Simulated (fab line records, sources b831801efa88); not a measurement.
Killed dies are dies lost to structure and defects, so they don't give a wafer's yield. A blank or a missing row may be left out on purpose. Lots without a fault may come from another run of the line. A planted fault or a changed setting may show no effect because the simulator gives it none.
Which tool did it? | flow gf180mcu | 14 lots, 39 wafers sampled, at 4 steps of a route of 602

WHAT THE GAUGES READ, wafer by wafer
GF_MIM_RS_MEAS_10: measures by four-point-probe.
lot  | measured     | on            | MIM_ALCU_RS (ohm/sq)
L364 | day 24 18:02 | film_metro-01 | 0.1612 0.1638 0.1641
L367 | day 25 16:24 | film_metro-04 | 0.1616 0.1606 0.1600
L370 | day 26 16:31 | film_metro-01 | 0.1628 0.1621 0.1615
L372 | day 27 13:37 | film_metro-01 | 0.1604 0.1599 0.1606
L373 | day 27 15:55 | film_metro-01 | 0.1612 0.1620 0.1585
L374 | day 27 19:39 | film_metro-01 | 0.1582 0.1614 0.1608
L375 | day 28 11:09 | film_metro-04 | 0.1614 0.1614 0.1604
L376 | day 28 12:46 | film_metro-04 | 0.1606 0.1595 0.1596
L377 | day 28 16:33 | film_metro-04 | 0.1612 0.1635 0.1633
L378 | day 28 18:59 | film_metro-01 | 0.1616 0.1605 0.1636
L379 | day 29 11:19 | film_metro-01 | 0.1600 0.1575 0.1602
L380 | day 29 16:13 | film_metro-01 | 0.1598 0.1579
L384 | day 30 12:28 | film_metro-02 | 0.1589 0.1582
L386 | day 31 02:56 | film_metro-01 | 0.1617 0.1636

GF_V5_THK_MEAS_01.
lot  | measured     | on            | V5_CVD_00_THK (nm)
L364 | day 26 13:25 | film_metro-03 | 299 302 300
L367 | day 27 11:19 | film_metro-02 | 297 297 297
L370 | day 28 10:52 | film_metro-02 | 298 302 300
L372 | day 29 06:37 | film_metro-04 | 298 299 297
L373 | day 29 08:23 | film_metro-02 | 305 303 302
L374 | day 29 12:08 | film_metro-03 | 292 301 299
L375 | day 30 02:12 | film_metro-03 | 303 302 306
L376 | day 30 02:35 | film_metro-03 | 302 303 301
L377 | day 30 08:13 | film_metro-04 | 299 296 298
L378 | day 30 10:38 | film_metro-03 | 296 297 301
L379 | day 31 02:01 | film_metro-04 | 297 300 300
L380 | day 31 03:25 | film_metro-03 | 296 298
L384 | day 32 01:49 | film_metro-04 | 299 297
L386 | day 32 13:20 | film_metro-02 | 291 290

WHICH TOOL RAN EACH LOT (tool, then ch and the chambers of the sampled wafers, then the start)
lot  | GF_V4_SPUTTER_22             | GF_M5_ETCH_09
L364 | pvd_sputter-01, day 24 16:58 | rie_diel-02 ch 1,2, day 26 12:40
L367 | pvd_sputter-03, day 25 15:20 | rie_diel-01 ch 0,3, day 27 10:34
L370 | pvd_sputter-03, day 26 15:27 | rie_diel-01 ch 1,3, day 28 09:59
L372 | pvd_sputter-01, day 27 12:34 | rie_diel-01 ch 1,3, day 29 05:50
L373 | pvd_sputter-04, day 27 14:50 | rie_diel-02 ch 0,2,3, day 29 07:37
L374 | pvd_sputter-04, day 27 18:36 | rie_diel-01 ch 1,2,3, day 29 11:22
L375 | pvd_sputter-03, day 28 10:05 | rie_diel-02 ch 2,3, day 30 01:28
L376 | pvd_sputter-03, day 28 11:43 | rie_diel-03 ch 1,2, day 30 01:49
L377 | pvd_sputter-04, day 28 15:30 | rie_diel-03 ch 0,2,3, day 30 07:28
L378 | pvd_sputter-01, day 28 17:56 | rie_diel-02 ch 0,2,3, day 30 09:55
L379 | pvd_sputter-04, day 29 10:15 | rie_diel-02 ch 0,1,3, day 31 01:09
L380 | pvd_sputter-03, day 29 13:01 | rie_diel-02 ch 0,3, day 31 02:41
L384 | pvd_sputter-04, day 30 11:17 | rie_diel-02 ch 0,1, day 32 00:34
L386 | pvd_sputter-01, day 31 01:50 | rie_diel-02 ch 0,2, day 32 12:35
- GF_V4_SPUTTER_22: material TiN, target thk 10 nm, time 40 s.
- GF_M5_ETCH_09: etches Si3N4 in CF4/O2, target depth 52 nm, time 11.6 s.

WHAT THE TOOLS THEMSELVES READ (means of the sampled wafers that have a number; where no wafer has one, the mark that the record gives instead)
GF_V4_SPUTTER_22.
lot  | tool           | throttle_valve_pct (%)
L364 | pvd_sputter-01 | 30.0
L367 | pvd_sputter-03 | 30.0
L370 | pvd_sputter-03 | 29.8
L372 | pvd_sputter-01 | 29.8
L373 | pvd_sputter-04 | 29.8
L374 | pvd_sputter-04 | 30.2
L375 | pvd_sputter-03 | 29.9
L376 | pvd_sputter-03 | 29.5
L377 | pvd_sputter-04 | 30.8
L378 | pvd_sputter-01 | 30.0
L379 | pvd_sputter-04 | 29.8
L380 | pvd_sputter-03 | 30.0
L384 | pvd_sputter-04 | 30.4
L386 | pvd_sputter-01 | 30.2

GF_M5_ETCH_09.
lot  | tool        | drypump_motor_current_A (A) | oes_product_au (a.u.) | throttle_valve_pct (%)
L364 | rie_diel-02 | 5.6                         | 1.005                 | 5.973
L367 | rie_diel-01 | 5.2                         | 0.984                 | 5.973
L370 | rie_diel-01 | 6.1                         | 1.000                 | 5.967
L372 | rie_diel-01 | 6.1                         | 1.001                 | 5.968
L373 | rie_diel-02 | 5.9                         | 0.997                 | 5.972
L374 | rie_diel-01 | 6.3                         | 0.993                 | 5.964
L375 | rie_diel-02 | 5.9                         | 0.997                 | 5.964
L376 | rie_diel-03 | 5.5                         | 0.995                 | 5.970
L377 | rie_diel-03 | 5.6                         | 1.002                 | 5.967
L378 | rie_diel-02 | 5.9                         | 1.002                 | 5.982
L379 | rie_diel-02 | 5.7                         | 0.997                 | 5.977
L380 | rie_diel-02 | 5.9                         | 0.880                 | 5.944
L384 | rie_diel-02 | 5.7                         | 0.878                 | 5.928
L386 | rie_diel-02 | 5.9                         | 0.748                 | 5.881

THE ANSWER, worked out from the rows above alone
Rule: what is usual is taken from the lots themselves. Put in order of their means at a reading, lots are off if they are a third of the lots or fewer, leave a main group of 4 or more, and stand apart from it by a gap of 3 or more times the standard deviation of the main group's means; of several such gaps the widest counts. A main group whose means are all the same, to the digits that the tables above print for the reading, isn't used. A lot without any number at a reading at which 4 lots or more have one is off too. The other lots that the step has rows for count as sound. The gauges are gone through in route order, then the tools' own readings, and for those a lot's mean is taken as printed above. The first step at which some lot is off is used, and at that step the reading that is off furthest; a lot without a number counts as furthest.
Off: L380, L384, L386, at GF_M5_ETCH_09 (oes_product_au). The main group: mean 0.998 a.u., standard deviation 0.0054.
A tool fits if, at that step or a process step before it, it ran every lot that is off, and no sound lot after the first of them. One fits: rie_diel-02 at GF_M5_ETCH_09. Its last sound lot is L379 (day 31 01:09), its first lot that is off L380 (day 31 02:41): a fault that began between those two fits.
The tool's own readings at GF_M5_ETCH_09 bear it out: on the lots that are off they differ by more than 5 times the standard deviation of the sound lots' means. oes_product_au reads 0.835 a.u. there against 0.998 a.u. on the sound lots; throttle_valve_pct reads 5.918 % there against 5.971 % on the sound lots.

WHAT THE SIMULATOR HAD PUT IN
Process parameter drift: rie_diel-02, from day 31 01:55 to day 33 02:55, at GF_M5_ETCH_09. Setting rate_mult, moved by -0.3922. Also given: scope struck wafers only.
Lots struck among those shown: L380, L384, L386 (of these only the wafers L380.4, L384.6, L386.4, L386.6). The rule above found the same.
